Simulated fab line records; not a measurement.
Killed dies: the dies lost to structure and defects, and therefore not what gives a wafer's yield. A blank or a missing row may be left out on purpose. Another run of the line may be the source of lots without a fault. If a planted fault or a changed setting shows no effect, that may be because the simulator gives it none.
Which tool was responsible? + flow sfq-line + 42 wafers from 14 lots sampled at 2 of the route's 325 steps

## WHAT EACH GAUGE READ, for each wafer
SFQ_I1_BOW_MEAS_912. Usual: I1_BOW gives 1 um (standard deviation 8.4).
| lot  | measured     | on            | I1_BOW (um)   | flag |
|------|--------------|---------------|---------------|------|
| L358 | day 24 08:01 | film-metro-01 | -4 2 -4       |      |
| L359 | day 24 15:57 | film-metro-01 | -4 1 -4       |      |
| L361 | day 26 02:01 | film-metro-02 | 2 4 9         |      |
| L362 | day 26 08:53 | film-metro-02 | -1 -15 -2     |      |
| L364 | day 27 13:19 | film-metro-03 | -2 0 -3       |      |
| L365 | day 28 03:41 | film-metro-02 | 11 2 1        |      |
| L366 | day 28 12:38 | film-metro-01 | 0 7 6         |      |
| L368 | day 29 06:23 | film-metro-03 | 5 16 10       |      |
| L369 | day 29 13:34 | film-metro-02 | 6 -17 9       |      |
| L370 | day 29 20:10 | film-metro-03 | -1 -2 -12     |      |
| L371 | day 30 08:17 | film-metro-03 | 16 17 2 - - - |      |
| L372 | day 30 12:32 | film-metro-03 | -2 2 -2       |      |
| L373 | day 30 14:17 | film-metro-03 | 3 -9 -6 - - - |      |
| L381 | day 34 22:54 | film-metro-01 | -6 -12 3      |      |

## WHAT TOOL EACH LOT RAN ON (gives the tool, then ch and the chambers of the sampled wafers, and finally the start)
| lot  | SFQ_TRILAYER_I1_CMP_CMP_046   |
|------|-------------------------------|
| L358 | cmp-02 ch 0,1,2, day 24 06:01 |
| L359 | cmp-02 ch 0,1,3, day 24 14:27 |
| L361 | cmp-01 ch 0,1, day 25 23:01   |
| L362 | cmp-02 ch 0,2,3, day 26 05:53 |
| L364 | cmp-02 ch 1,2,3, day 27 10:17 |
| L365 | cmp-01 ch 0,1,3, day 28 01:41 |
| L366 | cmp-01 ch 0,1,3, day 28 10:34 |
| L368 | cmp-02 ch 0,3, day 29 03:22   |
| L369 | cmp-02 ch 0,1,3, day 29 10:34 |
| L370 | cmp-02 ch 0,1,3, day 29 17:40 |
| L371 | cmp-02 ch 0,2,3, day 30 05:17 |
| L372 | cmp-01 ch 0,2,3, day 30 10:29 |
| L373 | cmp-02 ch 0,1,3, day 30 11:17 |
| L381 | cmp-02 ch 0,2,3, day 34 21:23 |
- SFQ_TRILAYER_I1_CMP_CMP_046: polishes SiO2.

## AS READ BY THE TOOLS THEMSELVES (means over the sampled wafers that have a number; for cases with no such wafer, the mark the record gives instead)
SFQ_TRILAYER_I1_CMP_CMP_046. Usual: motor-current-A 10.1 A, standard deviation 1.1; time-to-endpoint-s 213 s, standard deviation 6.9.
| lot  | tool   | motor-current-A (A) | time-to-endpoint-s (s) | flag |
|------|--------|---------------------|------------------------|------|
| L358 | cmp-02 | 10.8                | 211                    |      |
| L359 | cmp-02 | 10.0                | 209                    |      |
| L361 | cmp-01 | 9.9                 | 220                    |      |
| L362 | cmp-02 | 9.6                 | 212                    |      |
| L364 | cmp-02 | 10.7                | 206                    |      |
| L365 | cmp-01 | 9.6                 | 218                    |      |
| L366 | cmp-01 | 9.7                 | 213                    |      |
| L368 | cmp-02 | 9.1                 | 216                    |      |
| L369 | cmp-02 | 9.8                 | 209                    |      |
| L370 | cmp-02 | 9.9                 | 211                    |      |
| L371 | cmp-02 | 9.5                 | 223                    |      |
| L372 | cmp-01 | 10.2                | 220                    |      |
| L373 | cmp-02 | 9.8                 | 220                    |      |
| L381 | cmp-02 | 9.6                 | 226                    |      |

## THE ANSWER, worked out from the rows above alone
Rule: take the mean of a lot's wafers that have a number; if it is more than 3 standard deviations from the usual mean, the lot is off. A lot without any number at a reading at which 4 lots or more have one is off too. The other lots that the step has rows for count as sound. Order of review: gauges by route order, followed by the tools' own readings, for which a lot's mean as printed above is used. At the first step where some lot is off, the reading lying furthest off is the one used; lots without a number count as furthest.
None of the lots is off at any reading shown; this tells nothing.

## WHAT THE SIMULATOR HAD PUT IN
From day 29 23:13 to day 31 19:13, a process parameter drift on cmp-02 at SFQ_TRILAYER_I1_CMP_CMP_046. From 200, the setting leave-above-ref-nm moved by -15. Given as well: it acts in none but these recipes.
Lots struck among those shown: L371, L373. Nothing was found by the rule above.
